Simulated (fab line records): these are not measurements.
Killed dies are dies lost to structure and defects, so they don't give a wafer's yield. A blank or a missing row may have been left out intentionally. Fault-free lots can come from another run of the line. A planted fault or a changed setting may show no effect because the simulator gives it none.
Which tool is to blame? / flow sky130 / 11 lots with 33 wafers sampled at 5 steps, on a route of 708 steps

## WHAT THE GAUGES SHOWED, per wafer
The record holds no reading of a measuring or inspecting step that can be judged against a usual standard deviation.

## WHICH TOOL RAN EACH LOT (tool, then ch and the chambers of the sampled wafers, then the start)
lot=L559; SKY_LDD_LDN_SOFTBAKE_03=litho track-03 ch 0, day 21 15:34; SKY_LDD_LDN_STRIP_12=plasma asher-02 ch 0,1, day 22 06:20; SKY_POLY_CUT_ETCH_10=rie diel-04 ch 1,3, day 23 15:22; SKY_POLY_CUT_ETCH_11=rie diel-04 ch 1,3, day 23 15:24; SKY_POLY_CUT_STRIP_12=plasma asher-04 ch 0,1, day 23 15:26
lot=L561; SKY_LDD_LDN_SOFTBAKE_03=litho track-03 ch 0, day 22 16:10; SKY_LDD_LDN_STRIP_12=plasma asher-02 ch 0,1, day 23 07:24; SKY_POLY_CUT_ETCH_10=rie diel-01 ch 0,1, day 24 16:20; SKY_POLY_CUT_ETCH_11=rie diel-01 ch 0,1, day 24 16:22; SKY_POLY_CUT_STRIP_12=plasma asher-04 ch 0,1, day 24 16:26
lot=L562; SKY_LDD_LDN_SOFTBAKE_03=litho track-03 ch 0, day 23 01:08; SKY_LDD_LDN_STRIP_12=plasma asher-02 ch 0,1, day 23 16:14; SKY_POLY_CUT_ETCH_10=rie diel-01 ch 1,2,3, day 24 23:47; SKY_POLY_CUT_ETCH_11=rie diel-01 ch 1,2,3, day 24 23:50; SKY_POLY_CUT_STRIP_12=plasma asher-01 ch 0,1, day 24 23:52
lot=L567; SKY_LDD_LDN_SOFTBAKE_03=litho track-03 ch 0, day 25 01:02; SKY_LDD_LDN_STRIP_12=plasma asher-03 ch 0,1, day 25 16:41; SKY_POLY_CUT_ETCH_10=rie diel-03 ch 0,1,3, day 26 23:17; SKY_POLY_CUT_ETCH_11=rie diel-03 ch 0,1,3, day 26 23:19; SKY_POLY_CUT_STRIP_12=plasma asher-01 ch 0,1, day 26 23:22
lot=L566; SKY_LDD_LDN_SOFTBAKE_03=litho track-01 ch 0, day 25 01:35; SKY_LDD_LDN_STRIP_12=plasma asher-03 ch 0,1, day 25 17:35; SKY_POLY_CUT_ETCH_10=rie diel-01 ch 0,2, day 27 00:44; SKY_POLY_CUT_ETCH_11=rie diel-01 ch 0,2, day 27 00:47; SKY_POLY_CUT_STRIP_12=plasma asher-04 ch 0,1, day 27 00:49
lot=L568; SKY_LDD_LDN_SOFTBAKE_03=litho track-03 ch 0, day 25 15:16; SKY_LDD_LDN_STRIP_12=plasma asher-02 ch 0,1, day 26 06:14; SKY_POLY_CUT_ETCH_10=rie diel-01 ch 0,2,3, day 27 13:41; SKY_POLY_CUT_ETCH_11=rie diel-01 ch 0,2,3, day 27 13:44; SKY_POLY_CUT_STRIP_12=plasma asher-01 ch 0,1, day 27 13:46
lot=L569; SKY_LDD_LDN_SOFTBAKE_03=litho track-01 ch 0, day 26 01:05; SKY_LDD_LDN_STRIP_12=plasma asher-01 ch 0,1, day 26 16:38; SKY_POLY_CUT_ETCH_10=rie diel-01 ch 0,1, day 28 01:17; SKY_POLY_CUT_ETCH_11=rie diel-01 ch 0,1, day 28 01:20; SKY_POLY_CUT_STRIP_12=plasma asher-04 ch 0,1, day 28 01:22
lot=L570; SKY_LDD_LDN_SOFTBAKE_03=litho track-03 ch 0, day 26 04:17; SKY_LDD_LDN_STRIP_12=plasma asher-02 ch 0,1, day 26 20:17; SKY_POLY_CUT_ETCH_10=rie diel-03 ch 0,1,2, day 28 04:11; SKY_POLY_CUT_ETCH_11=rie diel-03 ch 0,1,2, day 28 04:13; SKY_POLY_CUT_STRIP_12=plasma asher-01 ch 0,1, day 28 04:16
lot=L573; SKY_LDD_LDN_SOFTBAKE_03=litho track-03 ch 0, day 27 01:02; SKY_LDD_LDN_STRIP_12=plasma asher-02 ch 0,1, day 27 17:17; SKY_POLY_CUT_ETCH_10=rie diel-04 ch 0,1,2, day 29 01:31; SKY_POLY_CUT_ETCH_11=rie diel-04 ch 0,1,2, day 29 01:33; SKY_POLY_CUT_STRIP_12=plasma asher-04 ch 0, day 29 01:35
lot=L579; SKY_LDD_LDN_SOFTBAKE_03=litho track-02 ch 0, day 29 00:15; SKY_LDD_LDN_STRIP_12=plasma asher-02 ch 0, day 29 14:58; SKY_POLY_CUT_ETCH_10=rie diel-01 ch 0,2,3, day 30 21:43; SKY_POLY_CUT_ETCH_11=rie diel-01 ch 0,2,3, day 30 21:45; SKY_POLY_CUT_STRIP_12=plasma asher-04 ch 0,1, day 30 21:47
lot=L580; SKY_LDD_LDN_SOFTBAKE_03=litho track-01 ch 0, day 29 05:49; SKY_LDD_LDN_STRIP_12=plasma asher-01 ch 0,1, day 29 20:13; SKY_POLY_CUT_ETCH_10=rie diel-01 ch 0,1,2, day 31 01:31; SKY_POLY_CUT_ETCH_11=rie diel-01 ch 0,1,2, day 31 01:33; SKY_POLY_CUT_STRIP_12=plasma asher-02 ch 0,1, day 31 01:35
- SKY_LDD_LDN_SOFTBAKE_03: time 60 s.
- SKY_LDD_LDN_STRIP_12: strips in O2/N2.
- SKY_POLY_CUT_ETCH_10: etches BARC in N2/H2, stops on SiO2, time 45.9 s, target depth 60 nm.
- SKY_POLY_CUT_ETCH_11: etches Si3N4 in CF4/CH2F2/Ar, stops on poly-Si, time 42.5 s, target depth 60 nm.
- SKY_POLY_CUT_STRIP_12: strips in O2/N2.

## AS READ BY THE TOOLS THEMSELVES (means over the sampled wafers that have a number; for cases with no such wafer, the mark the record gives instead)
SKY_LDD_LDN_SOFTBAKE_03.
lot=L559; tool=litho track-03; heater power total W (W)=56.60; plate temp C (C)=90.10
lot=L561; tool=litho track-03; heater power total W (W)=56.62; plate temp C (C)=90.09
lot=L562; tool=litho track-03; heater power total W (W)=56.65; plate temp C (C)=90.02
lot=L567; tool=litho track-03; heater power total W (W)=56.62; plate temp C (C)=89.96
lot=L566; tool=litho track-01; heater power total W (W)=56.58; plate temp C (C)=89.98
lot=L568; tool=litho track-03; heater power total W (W)=56.58; plate temp C (C)=90.10
lot=L569; tool=litho track-01; heater power total W (W)=56.59; plate temp C (C)=90.20
lot=L570; tool=litho track-03; heater power total W (W)=54.52; plate temp C (C)=87.71
lot=L573; tool=litho track-03; heater power total W (W)=54.51; plate temp C (C)=87.49
lot=L579; tool=litho track-02; heater power total W (W)=56.58; plate temp C (C)=90.07
lot=L580; tool=litho track-01; heater power total W (W)=56.56; plate temp C (C)=89.96

SKY_LDD_LDN_STRIP_12.
lot=L559; tool=plasma asher-02; drypump motor current A (A)=6.14; oes product au (a.u.)=0.712; strip time to endpoint s (s)=14.29
lot=L561; tool=plasma asher-02; drypump motor current A (A)=6.18; oes product au (a.u.)=0.714; strip time to endpoint s (s)=14.33
lot=L562; tool=plasma asher-02; drypump motor current A (A)=6.13; oes product au (a.u.)=0.711; strip time to endpoint s (s)=14.33
lot=L567; tool=plasma asher-03; drypump motor current A (A)=6.08; oes product au (a.u.)=0.713; strip time to endpoint s (s)=14.29
lot=L566; tool=plasma asher-03; drypump motor current A (A)=5.85; oes product au (a.u.)=0.709; strip time to endpoint s (s)=14.29
lot=L568; tool=plasma asher-02; drypump motor current A (A)=6.18; oes product au (a.u.)=0.715; strip time to endpoint s (s)=14.33
lot=L569; tool=plasma asher-01; drypump motor current A (A)=5.77; oes product au (a.u.)=0.712; strip time to endpoint s (s)=14.30
lot=L570; tool=plasma asher-02; drypump motor current A (A)=6.17; oes product au (a.u.)=0.715; strip time to endpoint s (s)=14.43
lot=L573; tool=plasma asher-02; drypump motor current A (A)=6.17; oes product au (a.u.)=0.715; strip time to endpoint s (s)=14.42
lot=L579; tool=plasma asher-02; drypump motor current A (A)=6.09; oes product au (a.u.)=0.715; strip time to endpoint s (s)=14.29
lot=L580; tool=plasma asher-01; drypump motor current A (A)=6.03; oes product au (a.u.)=0.715; strip time to endpoint s (s)=14.35

SKY_POLY_CUT_ETCH_10.
lot=L559; tool=rie diel-04; drypump motor current A (A)=6.2; oes product au (a.u.)=0.860; throttle valve pct (%)=13.220
lot=L561; tool=rie diel-01; drypump motor current A (A)=5.7; oes product au (a.u.)=0.853; throttle valve pct (%)=13.223
lot=L562; tool=rie diel-01; drypump motor current A (A)=5.5; oes product au (a.u.)=0.855; throttle valve pct (%)=13.230
lot=L567; tool=rie diel-03; drypump motor current A (A)=5.7; oes product au (a.u.)=0.851; throttle valve pct (%)=13.229
lot=L566; tool=rie diel-01; drypump motor current A (A)=5.8; oes product au (a.u.)=0.855; throttle valve pct (%)=13.224
lot=L568; tool=rie diel-01; drypump motor current A (A)=5.6; oes product au (a.u.)=0.855; throttle valve pct (%)=13.223
lot=L569; tool=rie diel-01; drypump motor current A (A)=5.7; oes product au (a.u.)=0.856; throttle valve pct (%)=13.228
lot=L570; tool=rie diel-03; drypump motor current A (A)=5.8; oes product au (a.u.)=0.856; throttle valve pct (%)=13.220
lot=L573; tool=rie diel-04; drypump motor current A (A)=6.1; oes product au (a.u.)=0.855; throttle valve pct (%)=13.232
lot=L579; tool=rie diel-01; drypump motor current A (A)=5.6; oes product au (a.u.)=0.856; throttle valve pct (%)=13.227
lot=L580; tool=rie diel-01; drypump motor current A (A)=5.8; oes product au (a.u.)=0.853; throttle valve pct (%)=13.234

SKY_POLY_CUT_ETCH_11.
lot=L559; tool=rie diel-04; drypump motor current A (A)=6.1; oes product au (a.u.)=0.830; throttle valve pct (%)=14.993
lot=L561; tool=rie diel-01; drypump motor current A (A)=5.7; oes product au (a.u.)=0.837; throttle valve pct (%)=14.994
lot=L562; tool=rie diel-01; drypump motor current A (A)=5.5; oes product au (a.u.)=0.839; throttle valve pct (%)=15.002
lot=L567; tool=rie diel-03; drypump motor current A (A)=5.7; oes product au (a.u.)=0.839; throttle valve pct (%)=14.991
lot=L566; tool=rie diel-01; drypump motor current A (A)=5.8; oes product au (a.u.)=0.828; throttle valve pct (%)=14.984
lot=L568; tool=rie diel-01; drypump motor current A (A)=5.6; oes product au (a.u.)=0.839; throttle valve pct (%)=14.993
lot=L569; tool=rie diel-01; drypump motor current A (A)=5.7; oes product au (a.u.)=0.838; throttle valve pct (%)=14.995
lot=L570; tool=rie diel-03; drypump motor current A (A)=5.8; oes product au (a.u.)=0.833; throttle valve pct (%)=14.998
lot=L573; tool=rie diel-04; drypump motor current A (A)=6.1; oes product au (a.u.)=0.829; throttle valve pct (%)=15.000
lot=L579; tool=rie diel-01; drypump motor current A (A)=5.6; oes product au (a.u.)=0.826; throttle valve pct (%)=14.996
lot=L580; tool=rie diel-01; drypump motor current A (A)=5.8; oes product au (a.u.)=0.827; throttle valve pct (%)=14.988

SKY_POLY_CUT_STRIP_12.
lot=L559; tool=plasma asher-04; drypump motor current A (A)=5.5; oes product au (a.u.)=0.451; strip time to endpoint s (s)=5.368
lot=L561; tool=plasma asher-04; drypump motor current A (A)=5.5; oes product au (a.u.)=0.454; strip time to endpoint s (s)=5.373
lot=L562; tool=plasma asher-01; drypump motor current A (A)=5.8; oes product au (a.u.)=0.453; strip time to endpoint s (s)=5.360
lot=L567; tool=plasma asher-01; drypump motor current A (A)=6.0; oes product au (a.u.)=0.456; strip time to endpoint s (s)=5.340
lot=L566; tool=plasma asher-04; drypump motor current A (A)=5.7; oes product au (a.u.)=0.450; strip time to endpoint s (s)=5.346
lot=L568; tool=plasma asher-01; drypump motor current A (A)=6.0; oes product au (a.u.)=0.452; strip time to endpoint s (s)=5.356
lot=L569; tool=plasma asher-04; drypump motor current A (A)=5.5; oes product au (a.u.)=0.456; strip time to endpoint s (s)=5.378
lot=L570; tool=plasma asher-01; drypump motor current A (A)=5.8; oes product au (a.u.)=0.452; strip time to endpoint s (s)=5.348
lot=L573; tool=plasma asher-04; drypump motor current A (A)=5.9; oes product au (a.u.)=0.453; strip time to endpoint s (s)=5.370
lot=L579; tool=plasma asher-04; drypump motor current A (A)=5.7; oes product au (a.u.)=0.456; strip time to endpoint s (s)=5.350
lot=L580; tool=plasma asher-02; drypump motor current A (A)=6.1; oes product au (a.u.)=0.458; strip time to endpoint s (s)=5.338

## THE ANSWER, worked out from the rows above alone
Rule: the usual values come from the lots themselves. Put in order of their means at a reading, lots are off if they are a third of the lots or fewer, leave a main group of 4 or more, and stand apart from it by a gap of 3 or more times the standard deviation of the main group's means; of several such gaps the widest counts. The tables above print the reading to a certain number of digits; a main group whose means all agree to those digits is not used. Also off: a lot with no number at a reading for which 4 or more lots have one. Any other lot the step has rows for is counted as sound. After the gauges, taken in route order, come the tools' own readings; for these a lot's mean is taken, as printed above. At the first step where some lot is off, the reading lying furthest off is the one used; lots without a number count as furthest.
Off: L570, L573, at SKY_LDD_LDN_SOFTBAKE_03 (heater power total W). The main group: mean 56.60 W, standard deviation 0.026.
If a tool, at that step or one of the process steps before it, ran each lot that is off and ran no sound lot following the first of them, it fits. One candidate fits, namely litho track-03 at SKY_LDD_LDN_SOFTBAKE_03. Its last sound lot is L568 (day 25 15:16), its first lot that is off L570 (day 26 04:17): a fault that began between those two fits.
The tool's own readings at SKY_LDD_LDN_SOFTBAKE_03 bear it out: on the lots that are off they differ by more than 5 times the standard deviation of the sound lots' means. heater power total W reads 54.52 W there against 56.60 W on the sound lots; plate temp C reads 87.60 C there against 90.05 C on the sound lots.

## WHAT HAD BEEN PUT IN BY THE SIMULATOR
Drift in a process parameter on litho track-03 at SKY_LDD_LDN_SOFTBAKE_03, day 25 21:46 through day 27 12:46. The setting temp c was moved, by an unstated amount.
Shown lots that were struck: L570, L573. This agrees with what the rule above found.
